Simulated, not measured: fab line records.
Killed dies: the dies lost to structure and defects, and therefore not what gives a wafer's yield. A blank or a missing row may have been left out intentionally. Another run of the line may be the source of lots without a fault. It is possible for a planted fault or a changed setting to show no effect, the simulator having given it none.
fab line records	flow sky130
record lots=24	wafers=72	last-day=50
route steps=708 shown FIELD_ISO@3 DNWELL@44 LDD_LDN@301 CAP2M@615 PASSIVATION@681 PAD_OPEN@702
lots untouched by any fault: they come from a run of this same line in which no faults occurred
start-h: the number of hours between the record's first day and the start of the first shown wafer of the lot	wait-h: time in hours since the lot's previous step	" identical to the entry in the row above	L1.1+2: several wafers, shown together as one row	- no value, or no start was given	* or withheld: withheld	< > ~ a bound
route shown NAME@n: NAME is a module with steps in the file, n the number in the route of the first one	usual: mean/standard deviation taken from wafers without a fault	same: alike in all rows	chamber/n: place in a boat	sites: per-site readings	_std_site: standard deviation across them	_edge_site: the outer-site mean with the inner-site mean subtracted	radius-mm: how far each site lies from the wafer's centre	mask NAME#n: copy n	behind: the tool/chamber that last shaped the wafer	hold: why the lot went on hold/how many hours it stayed there/how the hold came to an end	device: transistor that didn't switch, given as n, p or np	end of line: the same wafers' tests at the end of the route	for a step that has no rows: nothing shown but its recipe	killed: the dies lost at the first sort to structure and to defects; this is not the yield of the wafer	map: per-die view of a wafer (x killed, . not killed, _ where there is no die)
set.NAME: setting as actually run; set.NAME@STEP: the setting as run at that earlier step	model.NAME: the simulator's own value behind a step, which no gauge read
route steps across a sampled set of lots; one table per step, one row per wafer
services: from which hour (start-h, from the record's first day; less than 0 if before it) a tool's chamber was out of use, for how many hours, and why
## steps
# step SKY_FIELD_ISO_THK_MEAS_02
# recipe reads=SiO2_of_FIELD_ISO_OXIDATION_01
# usual FIELD_ISO_OXIDATION_00_THK=11.93/0.22
lot.wafer	tool	chamber	start-h	wait-h	FIELD_ISO_OXIDATION_00_THK[nm]
L074.1	film-metro-03	-	14.50	0.0	11.92
L074.4	"	-	"	"	12.11
L074.5	"	-	"	"	12.05
L075.2	film-metro-02	-	18.31	0.0	11.96
L075.3	"	-	"	"	12.08
L075.5	"	-	"	"	11.77
L076.2	film-metro-03	-	22.71	0.0	11.73
L076.3	"	-	"	"	11.82
L076.4	"	-	"	"	11.64
L077.1	film-metro-01	-	27.56	0.0	12.06
L077.3	"	-	"	"	12.36
L077.5	"	-	"	"	12.23
L078.2	film-metro-03	-	31.88	0.0	12.21
L078.5	"	-	"	"	12.24
L078.6	"	-	"	"	12.20
L079.4	film-metro-01	-	37.38	0.0	11.69
L079.5	"	-	"	"	11.74
L079.6	"	-	"	"	11.72
L080.1	film-metro-03	-	41.70	0.0	11.64
L080.2	"	-	"	"	11.72
L080.3	"	-	"	"	11.72
L081.1	film-metro-01	-	46.63	0.0	11.97
L081.4	"	-	"	"	11.80
L081.5	"	-	"	"	11.67
L082.2	film-metro-03	-	52.87	0.0	12.24
L082.3	"	-	"	"	12.12
L082.4	"	-	"	"	12.33
L083.3	film-metro-03	-	57.72	0.0	11.99
L083.5	"	-	"	"	11.82
L083.6	"	-	"	"	12.04
L084.3	film-metro-02	-	63.66	0.0	11.78
L084.4	"	-	"	"	11.81
L084.5	"	-	"	"	11.72
L085.2	film-metro-01	-	69.23	0.0	11.76
L085.4	"	-	"	"	11.86
L085.5	"	-	"	"	12.01
L086.2	film-metro-01	-	72.24	0.0	12.16
L086.4	"	-	"	"	11.98
L086.6	"	-	"	"	12.08
L087.2	film-metro-01	-	77.14	0.0	12.05
L087.4	"	-	"	"	12.07
L087.5	"	-	"	"	11.92
L088.1	film-metro-03	-	81.63	0.0	11.70
L088.4	"	-	"	"	12.01
L088.5	"	-	"	"	11.72
L089.2	film-metro-02	-	86.64	0.0	11.85
L089.5	"	-	"	"	11.76
L089.6	"	-	"	"	11.88
L090.2	film-metro-02	-	92.99	0.0	11.89
L090.3	"	-	"	"	11.61
L090.5	"	-	"	"	11.69
L091.2	film-metro-03	-	97.47	0.0	11.62
L091.3	"	-	"	"	11.72
L091.4	"	-	"	"	11.72
L092.1	film-metro-03	-	101.63	0.0	11.68
L092.2	"	-	"	"	11.54
L092.4	"	-	"	"	11.61
L093.1	film-metro-02	-	106.63	0.0	12.33
L093.5	"	-	"	"	12.08
L093.6	"	-	"	"	12.03
L094.1	film-metro-03	-	112.52	0.0	12.24
L094.3	"	-	"	"	12.21
L094.5	"	-	"	"	11.90
L095.1	film-metro-03	-	116.63	0.0	12.15
L095.4	"	-	"	"	12.20
L095.5	"	-	"	"	12.07
L096.2	film-metro-02	-	121.74	0.0	12.36
L096.3	"	-	"	"	12.38
L096.6	"	-	"	"	12.49
L097.1	film-metro-02	-	127.45	0.0	11.64
L097.3	"	-	"	"	11.60
L097.6	"	-	"	"	11.70
# step SKY_DNWELL_TW_MEAS_09
# usual DNWELL_TW=1120/7.1
lot.wafer	tool	chamber	start-h	wait-h	DNWELL_TW
L074.1	film-metro-03	-	54.34	0.1	1121
L074.4	"	-	"	"	1116
L074.5	"	-	"	"	1117
L075.2	film-metro-04	-	60.43	0.1	1123
L075.3	"	-	"	"	1123
L075.5	"	-	"	"	1124
L076.2	film-metro-04	-	66.87	0.1	1123
L076.3	"	-	"	"	1127
L076.4	"	-	"	"	1123
L077.1	film-metro-02	-	72.99	0.1	1110
L077.3	"	-	"	"	1120
L077.5	"	-	"	"	1112
L078.2	film-metro-04	-	74.77	0.1	1126
L078.5	"	-	"	"	1119
L078.6	"	-	"	"	1122
L079.4	film-metro-04	-	81.84	0.1	1125
L079.5	"	-	"	"	1121
L079.6	"	-	"	"	1121
L080.1	film-metro-03	-	86.86	0.1	1108
L080.2	"	-	"	"	1102
L080.3	"	-	"	"	1112
L081.1	film-metro-02	-	90.01	0.1	1115
L081.4	"	-	"	"	1120
L081.5	"	-	"	"	1118
L082.2	film-metro-04	-	96.07	0.1	1115
L082.3	"	-	"	"	1120
L082.4	"	-	"	"	1114
L083.3	film-metro-04	-	100.08	0.1	1122
L083.5	"	-	"	"	1114
L083.6	"	-	"	"	1122
L084.3	film-metro-04	-	108.06	0.1	1116
L084.4	"	-	"	"	1123
L084.5	"	-	"	"	1125
L085.2	film-metro-03	-	116.33	0.1	1118
L085.4	"	-	"	"	1117
L085.5	"	-	"	"	1122
L086.2	film-metro-04	-	119.52	0.1	1126
L086.4	"	-	"	"	1121
L086.6	"	-	"	"	1127
L087.2	film-metro-02	-	124.15	0.1	1137
L087.4	"	-	"	"	1141
L087.5	"	-	"	"	1135
L088.1	film-metro-03	-	127.49	0.1	1115
L088.4	"	-	"	"	1119
L088.5	"	-	"	"	1117
L089.2	film-metro-02	-	132.93	0.1	1126
L089.5	"	-	"	"	1126
L089.6	"	-	"	"	1122
L090.2	film-metro-04	-	139.18	0.1	1114
L090.3	"	-	"	"	1113
L090.5	"	-	"	"	1121
L091.2	film-metro-03	-	141.92	0.1	1114
L091.3	"	-	"	"	1114
L091.4	"	-	"	"	1110
L092.1	film-metro-02	-	148.02	0.1	1119
L092.2	"	-	"	"	1115
L092.4	"	-	"	"	1120
L093.1	film-metro-02	-	153.87	0.1	1116
L093.5	"	-	"	"	1124
L093.6	"	-	"	"	1122
L094.1	film-metro-02	-	160.66	0.1	1129
L094.3	"	-	"	"	1132
L094.5	"	-	"	"	1128
L095.1	film-metro-04	-	164.84	0.1	1104
L095.4	"	-	"	"	1110
L095.5	"	-	"	"	1109
L096.2	film-metro-03	-	168.05	0.1	1116
L096.3	"	-	"	"	1117
L096.6	"	-	"	"	1117
L097.1	film-metro-03	-	175.61	0.1	1120
L097.3	"	-	"	"	1118
L097.6	"	-	"	"	1126
# step SKY_LDD_LDN_STRIP_12
# recipe chemistry=O2/N2	power-w=1400	pressure-mtorr=1500	platen-temp-c=withheld	o2-flow-sccm=3000	n2-flow-sccm=300	overash-fraction=0.5
# usual drypump-motor-current-A=5.7/0.36	oes-product-au=0.716/0.0048	strip-time-to-endpoint-s=14.16/0.041
lot.wafer	tool	chamber	start-h	wait-h	drypump-motor-current-A	oes-product-au	rf-hours-counter-h	strip-time-to-endpoint-s
L074.1	plasma-asher-01	0	523.36	0.1	5.5	0.717	85	14.14
L074.4	"	1	"	"	6.1	0.716	-	14.17
L074.5	"	1	"	"	6.0	0.710	-	14.19
L075.2	plasma-asher-02	1	537.90	0.1	5.4	0.717	11	14.15
L075.3	"	0	"	"	6.3	0.711	-	14.15
L075.5	"	0	"	"	6.2	0.713	-	14.15
L076.2	plasma-asher-01	0	552.31	0.1	5.6	0.705	87	14.09
L076.3	"	0	"	"	5.6	0.714	-	14.12
L076.4	"	1	"	"	6.0	0.717	-	14.09
L077.1	plasma-asher-04	1	562.81	0.1	5.8	0.708	76	14.22
L077.3	"	1	"	"	5.8	0.718	-	14.18
L077.5	"	1	"	"	5.8	0.719	-	14.15
L078.2	plasma-asher-01	0	564.01	0.1	5.6	0.712	89	14.19
L078.5	"	0	"	"	5.6	0.717	-	14.15
L078.6	"	1	"	"	6.0	0.720	-	14.11
L079.4	plasma-asher-02	1	571.14	0.1	5.4	0.713	-	14.19
L079.5	"	0	"	"	6.3	0.712	-	14.17
L079.6	"	1	"	"	5.4	0.722	-	14.16
L080.1	plasma-asher-02	1	579.25	0.1	5.3	0.709	15	14.18
L080.2	"	0	"	"	6.2	0.711	15	14.17
L080.3	"	0	"	"	6.2	0.717	-	14.19
L081.1	plasma-asher-02	1	587.61	0.1	5.4	0.715	16	14.10
L081.4	"	0	"	"	6.3	0.715	-	14.16
L081.5	"	0	"	"	6.3	0.709	-	14.17
L082.2	plasma-asher-02	0	602.46	0.1	6.3	0.713	17	14.11
L082.3	"	1	"	"	5.4	0.718	-	14.14
L082.4	"	0	"	"	6.3	0.712	-	14.12
L083.3	plasma-asher-01	1	602.68	0.1	6.1	0.706	-	14.12
L083.5	"	0	"	"	5.5	0.716	-	14.09
L083.6	"	1	"	"	6.1	0.722	-	14.13
L084.3	plasma-asher-04	0	624.59	0.1	5.4	0.709	-	14.21
L084.4	"	1	"	"	5.8	0.716	-	14.16
L084.5	"	0	"	"	5.4	0.717	-	14.13
L086.2	plasma-asher-02	0	631.56	0.1	6.3	0.717	20	14.09
L086.4	"	0	"	"	6.2	0.718	-	14.07
L086.6	"	0	"	"	6.2	0.712	-	14.14
L085.2	plasma-asher-02	1	631.86	0.1	5.4	0.711	20	14.17
L085.4	"	0	"	"	6.3	0.713	-	14.23
L085.5	"	1	"	"	5.4	0.717	-	14.20
L087.2	plasma-asher-04	0	642.31	0.1	5.3	0.715	84	14.15
L087.4	"	0	"	"	5.3	0.719	-	14.19
L087.5	"	1	"	"	5.8	0.719	-	14.18
L088.1	plasma-asher-04	0	643.96	0.1	5.3	0.708	84	14.09
L088.4	"	0	"	"	5.3	0.724	-	14.15
L088.5	"	1	"	"	5.8	0.717	-	14.15
L089.2	plasma-asher-02	0	651.60	0.1	6.2	0.711	22	14.12
L089.5	"	1	"	"	5.4	0.724	-	14.16
L089.6	"	0	"	"	6.3	0.728	-	14.13
L090.2	plasma-asher-01	1	665.96	0.1	6.0	0.712	99	14.17
L090.3	"	1	"	"	6.1	0.719	-	14.18
L090.5	"	1	"	"	6.0	0.716	-	14.26
L091.2	plasma-asher-04	1	669.86	0.1	5.8	0.719	87	14.18
L091.3	"	1	"	"	5.8	0.719	-	14.25
L091.4	"	0	"	"	5.3	0.716	-	14.20
L092.1	plasma-asher-01	0	675.51	0.1	5.5	0.710	100	14.13
L092.2	"	1	"	"	6.0	0.723	100	14.15
L092.4	"	0	"	"	5.6	0.710	-	14.16
L093.1	plasma-asher-04	0	678.05	0.1	5.4	0.718	88	14.16
L093.5	"	0	"	"	5.3	0.716	-	14.15
L093.6	"	1	"	"	5.8	0.713	-	14.22
L094.1	plasma-asher-02	0	684.10	0.1	6.3	0.711	26	14.23
L094.3	"	0	"	"	6.3	0.716	-	14.20
L094.5	"	0	"	"	6.3	0.717	-	14.22
L095.1	plasma-asher-04	0	695.96	0.1	5.3	0.721	89	14.10
L095.4	"	1	"	"	5.8	0.716	-	14.15
L095.5	"	0	"	"	5.3	0.721	-	14.12
L096.2	plasma-asher-02	1	697.30	0.1	5.4	0.720	27	14.19
L096.3	"	1	"	"	5.4	0.719	-	14.17
L096.6	"	0	"	"	6.2	0.702	-	14.19
L097.1	plasma-asher-01	1	707.05	0.1	6.0	0.716	103	14.06
L097.3	"	0	"	"	5.5	0.713	-	14.10
L097.6	"	0	"	"	5.5	0.716	-	14.10
# step SKY_CAP2M_OVL_MEAS_12
# usual CAP2M_OVL=-0.1/1.3
lot.wafer	tool	chamber	start-h	wait-h	CAP2M_OVL[nm]
L074.1	overlay-01	-	949.24	0.1	-1.2
L074.4	"	-	"	"	-1.0
L074.5	"	-	"	"	-2.1
L075.2	overlay-01	-	960.67	0.1	-1.2
L075.3	"	-	"	"	-0.8
L075.5	"	-	"	"	-1.7
L076.2	overlay-01	-	972.67	0.1	-1.9
L076.3	"	-	"	"	-0.7
L076.4	"	-	"	"	-1.5
L077.1	overlay-02	-	979.79	0.1	1.5
L077.3	"	-	"	"	1.4
L077.5	"	-	"	"	1.2
L079.4	overlay-02	-	982.98	0.1	-1.2
L079.5	"	-	"	"	-0.5
L079.6	"	-	"	"	-1.7
L078.2	overlay-01	-	984.03	0.1	-1.1
L078.5	"	-	"	"	-0.3
L078.6	"	-	"	"	-1.2
L080.1	overlay-01	-	994.67	0.1	-0.3
L080.2	"	-	"	"	-0.3
L080.3	"	-	"	"	-1.6
L081.1	overlay-02	-	1000.74	0.1	2.3
L081.4	"	-	"	"	1.7
L081.5	"	-	"	"	1.4
L082.2	overlay-02	-	1010.62	0.1	0.6
L082.3	"	-	"	"	1.8
L082.4	"	-	"	"	1.1
L083.3	overlay-01	-	1014.25	0.1	-1.3
L083.5	"	-	"	"	-0.4
L083.6	"	-	"	"	-1.1
L084.3	overlay-02	-	1031.52	0.1	0.0
L084.4	"	-	"	"	0.2
L084.5	"	-	"	"	0.5
L086.2	overlay-02	-	1035.09	0.1	0.4
L086.4	"	-	"	"	-0.3
L086.6	"	-	"	"	0.0
L085.2	overlay-02	-	1037.74	0.1	2.1
L085.4	"	-	"	"	-0.3
L085.5	"	-	"	"	-0.1
L087.2	overlay-01	-	1045.23	0.1	-0.5
L087.4	"	-	"	"	-0.9
L087.5	"	-	"	"	-2.8
L088.1	overlay-01	-	1046.46	0.1	-2.8
L088.4	"	-	"	"	-3.7
L088.5	"	-	"	"	-2.4
L089.2	overlay-02	-	1053.82	0.1	-0.4
L089.5	"	-	"	"	0.5
L089.6	"	-	"	"	-0.2
L090.2	overlay-02	-	1060.98	0.1	1.2
L090.3	"	-	"	"	1.3
L090.5	"	-	"	"	3.2
L091.2	overlay-02	-	1065.04	0.1	0.0
L091.3	"	-	"	"	-1.2
L091.4	"	-	"	"	-0.1
L092.1	overlay-02	-	1070.57	0.1	1.4
L092.2	"	-	"	"	1.8
L092.4	"	-	"	"	2.2
L093.1	overlay-02	-	1073.52	0.1	0.5
L093.5	"	-	"	"	0.8
L093.6	"	-	"	"	1.4
L094.1	overlay-02	-	1077.81	0.1	1.0
L094.3	"	-	"	"	-2.5
L094.5	"	-	"	"	0.4
L095.1	overlay-02	-	1084.66	0.1	-1.6
L095.4	"	-	"	"	-0.8
L095.5	"	-	"	"	-1.4
L096.2	overlay-01	-	1086.38	0.1	0.2
L096.3	"	-	"	"	1.6
L096.6	"	-	"	"	3.4
L097.1	overlay-01	-	1097.17	0.1	-0.3
L097.3	"	-	"	"	0.6
L097.6	"	-	"	"	1.1
# step SKY_PASSIVATION_CVD_00
# recipe material=SiO2	target-thk-nm=90	temp-c=400	time-s=withheld	rf-w=600
# usual heater-power-w=657/130
lot.wafer	tool	chamber	start-h	wait-h	heater-power-w
L074.1	pecvd-02	0	1023.99	0.0	492
L074.4	"	1	"	"	720
L074.5	"	2	"	"	552
L075.2	pecvd-03	0	1034.40	0.0	691
L075.3	"	2	"	"	567
L075.5	"	0	"	"	705
L076.2	pecvd-03	0	1047.64	0.0	751
L076.3	"	2	"	"	540
L076.4	"	1	"	"	885
L077.1	pecvd-03	1	1053.52	0.0	880
L077.3	"	2	"	"	470
L077.5	"	2	"	"	466
L079.4	pecvd-03	2	1056.30	0.0	569
L079.5	"	0	"	"	745
L079.6	"	1	"	"	846
L078.2	pecvd-03	2	1056.32	0.0	582
L078.5	"	2	"	"	446
L078.6	"	0	"	"	799
L080.1	pecvd-02	0	1066.98	0.0	601
L080.2	"	1	"	"	717
L080.3	"	2	"	"	468
L081.1	pecvd-02	2	1071.54	0.0	522
L081.4	"	0	"	"	529
L081.5	"	2	"	"	540
L082.2	pecvd-03	1	1080.16	0.0	809
L082.3	"	0	"	"	835
L082.4	"	0	"	"	815
L083.3	pecvd-02	1	1084.40	0.0	612
L083.5	"	2	"	"	554
L083.6	"	0	"	"	593
L084.3	pecvd-02	0	1098.98	0.0	578
L084.4	"	1	"	"	615
L084.5	"	2	"	"	466
L086.2	pecvd-02	2	1102.53	0.0	532
L086.4	"	1	"	"	696
L086.6	"	2	"	"	529
L085.2	pecvd-04	2	1105.13	0.0	755
L085.4	"	1	"	"	635
L085.5	"	0	"	"	737
L087.2	pecvd-04	2	1111.35	0.0	780
L087.4	"	1	"	"	645
L087.5	"	2	"	"	757
L088.1	pecvd-02	2	1114.00	0.0	556
L088.4	"	2	"	"	568
L088.5	"	0	"	"	535
L089.2	pecvd-03	1	1120.16	0.0	831
L089.5	"	1	"	"	860
L089.6	"	2	"	"	535
L090.2	pecvd-03	2	1126.45	0.0	448
L090.3	"	0	"	"	775
L090.5	"	1	"	"	767
L091.2	pecvd-04	0	1130.05	0.0	686
L091.3	"	2	"	"	757
L091.4	"	2	"	"	744
L092.1	pecvd-02	1	1134.98	0.0	616
L092.2	"	0	"	"	486
L092.4	"	2	"	"	524
L093.1	pecvd-02	2	1136.54	0.0	547
L093.5	"	1	"	"	739
L093.6	"	0	"	"	585
L094.1	pecvd-04	2	1140.29	0.0	799
L094.3	"	1	"	"	725
L094.5	"	1	"	"	697
L095.1	pecvd-03	0	1148.19	0.0	778
L095.4	"	1	"	"	846
L095.5	"	0	"	"	799
L096.2	pecvd-02	1	1149.17	0.0	660
L096.3	"	0	"	"	533
L096.6	"	1	"	"	670
L097.1	pecvd-03	1	1158.41	0.0	775
L097.3	"	2	"	"	531
L097.6	"	2	"	"	525
# step SKY_PAD_OPEN_STRIP_08
# recipe chemistry=O2/N2	power-w=1400	pressure-mtorr=1500	platen-temp-c=withheld	overash-fraction=0.7	o2-flow-sccm=3000	n2-flow-sccm=300
# usual drypump-motor-current-A=5.7/0.33	oes-product-au=0.663/0.0042
lot.wafer	tool	chamber	start-h	wait-h	drypump-motor-current-A	oes-product-au	rf-hours-counter-h
L074.1	plasma-asher-02	0	1068.82	0.1	6.2	0.662	66
L074.4	"	1	"	"	5.4	0.663	-
L074.5	"	1	"	"	5.4	0.661	-
L075.2	plasma-asher-04	1	1077.18	0.1	5.8	0.659	1
L075.3	"	1	"	"	5.8	0.658	-
L075.5	"	0	"	"	5.4	0.664	-
L076.2	plasma-asher-01	0	1090.67	0.1	5.5	0.660	34
L076.3	"	0	"	"	5.6	0.662	-
L076.4	"	1	"	"	6.1	0.664	-
L077.1	plasma-asher-04	1	1096.42	0.1	5.8	0.660	3
L077.3	"	0	"	"	5.4	0.659	-
L077.5	"	0	"	"	5.4	0.666	-
L079.4	plasma-asher-04	1	1097.60	0.1	5.8	0.669	-
L079.5	"	1	"	"	5.8	0.662	-
L079.6	"	0	"	"	5.4	0.675	-
L078.2	plasma-asher-01	0	1098.57	0.1	5.5	0.665	35
L078.5	"	0	"	"	5.5	0.657	-
L078.6	"	1	"	"	6.1	0.667	-
L080.1	plasma-asher-02	1	1106.93	0.1	5.4	0.663	69
L080.2	"	0	"	"	6.2	0.664	69
L080.3	"	0	"	"	6.2	0.666	-
L081.1	plasma-asher-01	0	1112.47	0.1	5.5	0.671	36
L081.4	"	1	"	"	6.0	0.659	-
L081.5	"	0	"	"	5.5	0.661	-
L082.2	plasma-asher-04	0	1120.08	0.1	5.4	0.661	5
L082.3	"	1	"	"	5.8	0.666	-
L082.4	"	0	"	"	5.3	0.663	-
L083.3	plasma-asher-04	0	1125.02	0.1	5.3	0.659	-
L083.5	"	1	"	"	5.8	0.663	-
L083.6	"	0	"	"	5.3	0.667	-
L084.3	plasma-asher-02	1	1136.71	0.1	5.4	0.661	-
L084.4	"	0	"	"	6.3	0.664	-
L084.5	"	0	"	"	6.3	0.666	-
L086.2	plasma-asher-02	1	1140.63	0.1	5.4	0.658	72
L086.4	"	1	"	"	5.4	0.664	-
L086.6	"	1	"	"	5.4	0.673	-
L085.2	plasma-asher-04	1	1142.63	0.1	5.8	0.666	7
L085.4	"	0	"	"	5.3	0.664	-
L085.5	"	1	"	"	5.8	0.659	-
L087.2	plasma-asher-04	1	1148.58	0.1	5.8	0.671	8
L087.4	"	0	"	"	5.3	0.661	-
L087.5	"	0	"	"	5.3	0.661	-
L088.1	plasma-asher-01	0	1151.22	0.1	5.6	0.664	40
L088.4	"	1	"	"	6.0	0.659	-
L088.5	"	0	"	"	5.6	0.661	-
L089.2	plasma-asher-01	0	1155.72	0.1	5.6	0.665	40
L089.5	"	0	"	"	5.6	0.659	-
L089.6	"	1	"	"	6.0	0.664	-
L090.2	plasma-asher-04	0	1160.78	0.1	5.3	0.654	9
L090.3	"	1	"	"	5.8	0.664	-
L090.5	"	0	"	"	5.4	0.666	-
L091.2	plasma-asher-01	0	1165.83	0.1	5.6	0.656	41
L091.3	"	0	"	"	5.6	0.660	-
L091.4	"	1	"	"	6.0	0.663	-
L092.1	plasma-asher-02	0	1171.02	0.1	6.3	0.667	75
L092.2	"	1	"	"	5.4	0.662	75
L092.4	"	1	"	"	5.4	0.669	-
L093.1	plasma-asher-04	1	1171.73	0.1	5.8	0.660	10
L093.5	"	0	"	"	5.3	0.666	-
L093.6	"	1	"	"	5.8	0.663	-
L094.1	plasma-asher-02	1	1174.83	0.1	5.4	0.657	76
L094.3	"	1	"	"	5.4	0.664	-
L094.5	"	1	"	"	5.4	0.662	-
L095.1	plasma-asher-02	1	1182.28	0.1	5.4	0.663	76
L095.4	"	0	"	"	6.3	0.666	-
L095.5	"	1	"	"	5.4	0.658	-
L096.2	plasma-asher-04	1	1182.62	0.1	5.8	0.663	11
L096.3	"	0	"	"	5.3	0.661	-
L096.6	"	0	"	"	5.3	0.670	-
L097.1	plasma-asher-04	0	1190.93	0.1	5.3	0.664	12
L097.3	"	0	"	"	5.3	0.655	-
L097.6	"	1	"	"	5.8	0.669	-
## services
tool	chamber	start-h	hours	kind
plasma-asher-02	-	508.92	0.9	repair
plasma-asher-01	-	515.41	1.2	repair
pecvd-02	-	549.02	0.7	repair
plasma-asher-02	-	563.77	1.5	repair
plasma-asher-02	-	575.95	0.7	repair
plasma-asher-01	-	614.39	1.8	repair
pecvd-02	-	621.56	1.1	repair
plasma-asher-01	-	623.51	2.8	pm
pecvd-03	1	650.26	20.3	repair
pecvd-02	-	672.19	0.9	repair
pecvd-03	-	674.91	2.8	pm
pecvd-02	-	675.12	3.1	repair
plasma-asher-01	-	697.48	1.6	repair
plasma-asher-04	-	709.80	4.5	repair
plasma-asher-04	-	714.29	2.8	pm
plasma-asher-01	-	733.75	9.0	pm
plasma-asher-01	-	778.12	14.7	pm
plasma-asher-02	-	843.76	0.5	repair
plasma-asher-04	-	870.05	0.7	repair
plasma-asher-02	-	936.70	1.1	repair
plasma-asher-04	-	1044.85	14.6	pm
plasma-asher-04	-	1059.45	9.0	pm
plasma-asher-02	-	1076.80	2.8	pm
plasma-asher-02	-	1139.34	0.8	repair
## key
fault none
